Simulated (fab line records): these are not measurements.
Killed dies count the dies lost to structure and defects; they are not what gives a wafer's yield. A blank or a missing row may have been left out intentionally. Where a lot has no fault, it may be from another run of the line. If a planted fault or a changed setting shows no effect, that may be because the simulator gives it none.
Check of tool commonality | flow gf180mcu | Sampled: 12 lots, 36 wafers

## WHY THIS WAS OPENED
GF_PSD_RS_MEAS_14, reading NSD_RS: flagged on 2 of 12 lots. Wafers without a fault read 46.15 ohm/sq, standard deviation 0.09.
Rule: a lot is flagged in two cases, either no wafer of it has a number, or all its wafers with numbers fall more than 4 standard deviations from that mean. The other lots count as sound.

lot  | measured     | on            | NSD_RS (ohm/sq), wafer by wafer | flag
L881 | day 14 01:01 | film metro-01 | 46.07 46.07 46.01               |
L883 | day 14 21:58 | film metro-03 | 46.13 46.26 46.09               |
L884 | day 15 06:11 | film metro-03 | 46.24 46.26 46.03               |
L885 | day 15 13:02 | film metro-04 | 46.06 46.14 46.05               |
L888 | day 16 16:31 | film metro-04 | 42.57 42.54 42.49               | FLAGGED
L889 | day 17 02:09 | film metro-04 | 42.64 42.63 42.52               | FLAGGED
L898 | day 20 10:55 | film metro-01 | 46.16 46.14 46.18               |
L899 | day 20 15:54 | film metro-01 | 46.04 46.13 46.17               |
L900 | day 21 02:29 | film metro-04 | 46.01 46.01 46.11               |
L901 | day 21 09:31 | film metro-01 | 46.18 46.20 46.17               |
L902 | day 21 15:36 | film metro-04 | 46.12 46.29 46.22               |
L904 | day 22 09:09 | film metro-04 | 46.10 46.19 46.07               |
On average the flagged lots' numbers are 42.56 ohm/sq, which is -3.59 ohm/sq against the usual, or -40 standard deviations.

## WHICH TOOL RAN EACH LOT
Before the reading, the record contains 2 process steps out of a 602-step route. In each cell: the tool, then ch and the chambers that the sampled wafers went through, then the start.
lot  | flag    | GF_HV_LDD_ETCHBACK_58              | GF_PSD_RTA_13
L881 |         | rie diel-04 ch 0, day 12 08:20     | rtp anneal-02 ch 0, day 14 00:56
L883 |         | rie diel-01 ch 0,2,3, day 13 04:05 | rtp anneal-02 ch 0, day 14 21:53
L884 |         | rie diel-04 ch 0,1,3, day 13 10:59 | rtp anneal-02 ch 0, day 15 06:07
L885 |         | rie diel-03 ch 1,2,3, day 13 18:19 | rtp anneal-01 ch 0, day 15 12:57
L888 | FLAGGED | rie diel-03 ch 1,2,3, day 14 20:26 | rtp anneal-02 ch 0, day 16 16:26
L889 | FLAGGED | rie diel-03 ch 2,3, day 15 05:07   | rtp anneal-02 ch 0, day 17 02:04
L898 |         | rie diel-03 ch 0,1, day 18 10:39   | rtp anneal-02 ch 0, day 20 10:50
L899 |         | rie diel-01 ch 0,1,2, day 18 14:56 | rtp anneal-02 ch 0, day 20 15:48
L900 |         | rie diel-04 ch 0,2, day 19 01:04   | rtp anneal-02 ch 0, day 21 02:25
L901 |         | rie diel-04 ch 2,3, day 19 08:08   | rtp anneal-02 ch 0, day 21 09:26
L902 |         | rie diel-01 ch 0,1, day 19 14:05   | rtp anneal-02 ch 0, day 21 15:31
L904 |         | rie diel-03 ch 0,1,2, day 20 07:58 | rtp anneal-01 ch 0, day 22 09:04
These steps, and what they do:
- GF_HV_LDD_ETCHBACK_58: etches Si3N4 in CH3F/O2, stops on SiO2, time 100 s, target depth 90 nm.
- GF_PSD_RTA_13: time 20 s.
- GF_PSD_RS_MEAS_14: measures by four-point-probe.

## FLAGGED OVER TOTAL, TOOL BY TOOL (the gauges that took the reading come last)
step                  | tool          | lots run | flagged | share of the flagged lots | sound lots run after its first flagged lot
GF_HV_LDD_ETCHBACK_58 | rie diel-01   | 3        | 0       | none                      | -
GF_HV_LDD_ETCHBACK_58 | rie diel-03   | 5        | 2       | all                       | 2 (L898,L904)
GF_HV_LDD_ETCHBACK_58 | rie diel-04   | 4        | 0       | none                      | -
GF_PSD_RTA_13         | rtp anneal-01 | 2        | 0       | none                      | -
GF_PSD_RTA_13         | rtp anneal-02 | 10       | 2       | all                       | 5 (L898,L899,L900,L901,L902)
GF_PSD_RS_MEAS_14     | film metro-01 | 4        | 0       | none                      | -
GF_PSD_RS_MEAS_14     | film metro-03 | 2        | 0       | none                      | -
GF_PSD_RS_MEAS_14     | film metro-04 | 6        | 2       | all                       | 3 (L900,L902,L904)

## WHAT IS ALLOWED BY THE TABLE
In the table, 3 rows ran each flagged lot (rie diel-03 at GF_HV_LDD_ETCHBACK_58; rtp anneal-02 at GF_PSD_RTA_13; film metro-04 at GF_PSD_RS_MEAS_14).
- rie diel-03 at GF_HV_LDD_ETCHBACK_58: 2 of its 5 lots flagged. Sound lots ran on it after the first flagged one (L898, L904), which a lasting fault on the whole tool wouldn't allow.
- rtp anneal-02 at GF_PSD_RTA_13: 2 of its 10 lots flagged. Sound lots ran on it after the first flagged one (L898, L899, L900, L901, L902), which a lasting fault on the whole tool wouldn't allow.
- film metro-04 at GF_PSD_RS_MEAS_14: 2 of its 6 lots flagged. Sound lots ran on it after the first flagged one (L900, L902, L904), which a lasting fault on the whole tool wouldn't allow.
Not one row of the table ran every flagged lot while running no sound lot after the first.

## WHAT WAS PUT IN BY THE SIMULATOR
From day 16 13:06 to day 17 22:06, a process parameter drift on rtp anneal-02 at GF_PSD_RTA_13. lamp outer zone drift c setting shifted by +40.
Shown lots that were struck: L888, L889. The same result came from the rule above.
